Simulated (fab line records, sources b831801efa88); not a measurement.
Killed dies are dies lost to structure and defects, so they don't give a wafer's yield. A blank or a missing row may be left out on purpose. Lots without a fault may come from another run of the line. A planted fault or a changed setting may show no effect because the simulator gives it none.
Tool commonality check | flow sky130 | 12 lots, 36 wafers sampled

WHY IT WAS OPENED
At SKY_NWELL_TW_MEAS_26 the reading NWELL_2_TW is flagged on 2 of 12 lots. Wafers without a fault read 500.3, standard deviation 2.5.
Rule: a lot is flagged when every wafer of it that has a number lies more than 4 standard deviations from that mean, or none has a number. The other lots count as sound.

lot  | measured     | on            | NWELL_2_TW, wafer by wafer | flag
L200 | day 5 10:08  | film_metro-02 | 502.8 502.6 504.0          |
L201 | day 5 19:25  | film_metro-01 | 497.8 496.2 496.0          |
L202 | day 6 01:49  | film_metro-02 | 499.6 501.2 499.9          |
L204 | day 6 17:14  | film_metro-03 | 499.4 502.2 501.5          |
L205 | day 6 21:53  | film_metro-03 | 501.8 501.3 503.0          |
L206 | day 7 04:22  | film_metro-02 | 500.3 501.7 499.0          |
L209 | day 7 20:08  | film_metro-01 | 496.8 500.0 499.9          |
L210 | day 8 04:50  | film_metro-01 | 501.7 501.6 502.7          |
L212 | day 8 17:38  | film_metro-02 | 500.1 499.1 501.7          |
L215 | day 9 08:05  | film_metro-01 | 390.5 390.5 389.6          | FLAGGED
L217 | day 9 17:56  | film_metro-02 | 499.2 501.8 500.8          |
L218 | day 10 03:26 | film_metro-01 | 392.1 393.1 395.8          | FLAGGED
The numbers of the flagged lots are 391.9 on average: -108.4 against the usual, or -43 standard deviations.

WHICH TOOL RAN EACH LOT
The record holds 1 process step before the reading, out of a route of 708 steps. In each cell: the tool, then ch and the chambers that the sampled wafers went through, then the start.
lot  | flag    | SKY_NWELL_IMPLANT_24
L200 |         | implanter-03 ch 0, day 5 09:53
L201 |         | implanter-02 ch 0, day 5 19:11
L202 |         | implanter-03 ch 0, day 6 01:34
L204 |         | implanter-02 ch 0, day 6 16:59
L205 |         | implanter-03 ch 0, day 6 21:38
L206 |         | implanter-02 ch 0, day 7 04:07
L209 |         | implanter-03 ch 0, day 7 19:53
L210 |         | implanter-01 ch 0, day 8 04:35
L212 |         | implanter-01 ch 0, day 8 17:25
L215 | FLAGGED | implanter-01 ch 0, day 9 07:50
L217 |         | implanter-02 ch 0, day 9 17:41
L218 | FLAGGED | implanter-01 ch 0, day 10 03:11
What these steps do:
- SKY_NWELL_IMPLANT_24
- SKY_NWELL_TW_MEAS_26

FLAGGED OVER TOTAL, TOOL BY TOOL (the gauges that took the reading come last)
step                 | tool          | lots run | flagged | share of the flagged lots | sound lots run after its first flagged lot
SKY_NWELL_IMPLANT_24 | implanter-01  | 4        | 2       | all                       | 0
SKY_NWELL_IMPLANT_24 | implanter-02  | 4        | 0       | none                      | -
SKY_NWELL_IMPLANT_24 | implanter-03  | 4        | 0       | none                      | -
SKY_NWELL_TW_MEAS_26 | film_metro-01 | 5        | 2       | all                       | 0
SKY_NWELL_TW_MEAS_26 | film_metro-02 | 5        | 0       | none                      | -
SKY_NWELL_TW_MEAS_26 | film_metro-03 | 2        | 0       | none                      | -

WHAT THE TABLE ALLOWS
2 rows of the table ran every flagged lot: implanter-01 at SKY_NWELL_IMPLANT_24, film_metro-01 at SKY_NWELL_TW_MEAS_26.
- implanter-01 at SKY_NWELL_IMPLANT_24: 2 of its 4 lots flagged. Its last sound lot is L212 (day 8 17:25), its first flagged lot L215 (day 9 07:50): a fault that began between those two fits. Its own readings lie more than 4 standard deviations out on every wafer of the flagged lots: dose_ions_cm2, faraday_current_uA.
- film_metro-01 at SKY_NWELL_TW_MEAS_26: 2 of its 5 lots flagged. Its last sound lot is L210 (day 8 04:50), its first flagged lot L215 (day 9 08:05): a fault that began between those two fits.
Counting lots can't tell these 2 tools apart, because each fits a fault that began at some hour. More lots, or a look at what each step does to the wafer, might.

WHAT THE SIMULATOR HAD PUT IN
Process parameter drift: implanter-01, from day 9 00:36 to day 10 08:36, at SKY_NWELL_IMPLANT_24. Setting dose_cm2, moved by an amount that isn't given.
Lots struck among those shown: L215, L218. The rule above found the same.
